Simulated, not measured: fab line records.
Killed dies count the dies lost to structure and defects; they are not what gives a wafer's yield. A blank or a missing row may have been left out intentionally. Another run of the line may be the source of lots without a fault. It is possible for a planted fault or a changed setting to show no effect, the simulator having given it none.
Matching of chambers + flow sky130 + 4 sister chambers for SKY_VIA4_CMP_21 on cmp-02
The step polishes, stops on SiO2, t overpolish 25 s, target thk 0 nm. 8 wafers are shown with their chamber, then 7 later ones without.

== WAFERS WITH THEIR CHAMBER ==
| wafer  | chamber | motorCurrentA (A) | timeToEndpointS (s) |
|--------|---------|-------------------|---------------------|
| L775.4 | 0       | 10.0              | 122                 |
| L776.4 | 0       | 9.7               | 130                 |
| L776.5 | 1       | 11.7              | 136                 |
| L777.1 | 2       | 10.2              | 124                 |
| L777.2 | 3       | 10.9              | 130                 |
| L777.3 | 1       | 11.1              | 129                 |
| L782.1 | 2       | 10.1              | 114                 |
| L782.3 | 3       | 10.6              | 123                 |

== WAFERS MISSING THEIR CHAMBER ==
| wafer  | motorCurrentA (A) | timeToEndpointS (s) |
|--------|-------------------|---------------------|
| L782.6 | 9.8               | 116                 |
| L783.2 | 10.0              | 122                 |
| L783.4 | 10.4              | 118                 |
| L783.5 | 10.7              | 116                 |
| L791.1 | 10.6              | 124                 |
| L791.3 | 9.9               | 122                 |
| L791.6 | 11.5              | 121                 |

== WHICH CHAMBER EACH ONE RAN IN ==
| wafer  | from the rows above          | in truth |
|--------|------------------------------|----------|
| L782.6 | can't be placed: 2 or 0      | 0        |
| L783.2 | can't be placed: 2 or 0      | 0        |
| L783.4 | can't be placed: 2 or 3 or 0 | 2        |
| L783.5 | can't be placed: 3 or 2 or 0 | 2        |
| L791.1 | can't be placed: 3 or 2      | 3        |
| L791.3 | can't be placed: 0 or 2      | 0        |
| L791.6 | can't be placed: 1 or 3      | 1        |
Placed correctly: 0 of 7. These rows do not allow placing 7 (true chamber among the candidates in 7). Placed wrongly: 0.
How it was worked out, from the rows above alone: a wafer's distance from a chamber is the root of the sum, over the readings, of the square of ((its reading less the chamber's mean) divided by the reading's scatter). If the next closest chamber is less than 2 further off than the closest, the wafer can't be placed; otherwise it belongs to the closest. A chamber's mean is the mean of its shown wafers. The scatter: the root of (the sum of the squares of (reading less its chamber's mean) over the shown wafers, divided by (wafers less chambers)).
